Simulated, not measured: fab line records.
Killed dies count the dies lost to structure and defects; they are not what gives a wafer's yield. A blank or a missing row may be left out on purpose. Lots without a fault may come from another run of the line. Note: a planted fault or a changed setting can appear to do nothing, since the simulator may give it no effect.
Chamber matching || flow sky130 || 4 sister chambers for SKY_VIA3_CMP_02 on cmp-02
The step polishes SiO2. 4 wafers are shown with their chamber, then 12 later ones without.

WAFERS WITH THEIR CHAMBER
{"wafer": "L089.5", "chamber": 0, "motor current A (A)": 11.9}
{"wafer": "L088.1", "chamber": 2, "motor current A (A)": 12.1}
{"wafer": "L088.2", "chamber": 3, "motor current A (A)": 12.0}
{"wafer": "L088.6", "chamber": 1, "motor current A (A)": 11.6}

WAFERS WITHOUT THEIR CHAMBER
{"wafer": "L091.1", "motor current A (A)": 12.3}
{"wafer": "L091.2", "motor current A (A)": 11.7}
{"wafer": "L091.6", "motor current A (A)": 12.0}
{"wafer": "L092.1", "motor current A (A)": 12.5}
{"wafer": "L092.4", "motor current A (A)": 12.6}
{"wafer": "L092.6", "motor current A (A)": 12.4}
{"wafer": "L093.2", "motor current A (A)": 12.4}
{"wafer": "L093.4", "motor current A (A)": 12.2}
{"wafer": "L093.6", "motor current A (A)": 12.2}
{"wafer": "L095.2", "motor current A (A)": 12.7}
{"wafer": "L095.5", "motor current A (A)": 12.6}
{"wafer": "L095.6", "motor current A (A)": 12.3}

CHAMBER TAKEN BY EACH
{"wafer": "L091.1", "from the rows above": "can't be placed: 2 or 3 or 0 or 1", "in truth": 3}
{"wafer": "L091.2", "from the rows above": "can't be placed: 1 or 0 or 3 or 2", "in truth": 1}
{"wafer": "L091.6", "from the rows above": "can't be placed: 3 or 0 or 2 or 1", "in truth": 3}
{"wafer": "L092.1", "from the rows above": "can't be placed: 2 or 3 or 0 or 1", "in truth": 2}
{"wafer": "L092.4", "from the rows above": "can't be placed: 2 or 3 or 0 or 1", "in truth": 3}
{"wafer": "L092.6", "from the rows above": "can't be placed: 2 or 3 or 0 or 1", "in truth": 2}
{"wafer": "L093.2", "from the rows above": "can't be placed: 2 or 3 or 0 or 1", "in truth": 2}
{"wafer": "L093.4", "from the rows above": "can't be placed: 2 or 3 or 0 or 1", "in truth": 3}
{"wafer": "L093.6", "from the rows above": "can't be placed: 2 or 3 or 0 or 1", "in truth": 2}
{"wafer": "L095.2", "from the rows above": "can't be placed: 2 or 3 or 0 or 1", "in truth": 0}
{"wafer": "L095.5", "from the rows above": "can't be placed: 2 or 3 or 0 or 1", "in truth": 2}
{"wafer": "L095.6", "from the rows above": "can't be placed: 2 or 3 or 0 or 1", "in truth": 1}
Placed correctly: 0 of 12. Unplaceable from these rows: 12, with the true chamber sitting among the candidates in 12. 0 placed wrongly.
How it was worked out, from the rows above alone: a wafer's distance from a chamber is the root of the sum, over the readings, of the square of ((its reading less the chamber's mean) divided by the reading's scatter). The wafer belongs to the nearest chamber; if the next one is less than 2 further off, it can't be placed. A chamber's mean is the mean of its shown wafers. The scatter (one wafer shown for each chamber): square how far every hidden wafer sits from the nearest shown wafer, average those squares and take the square root.
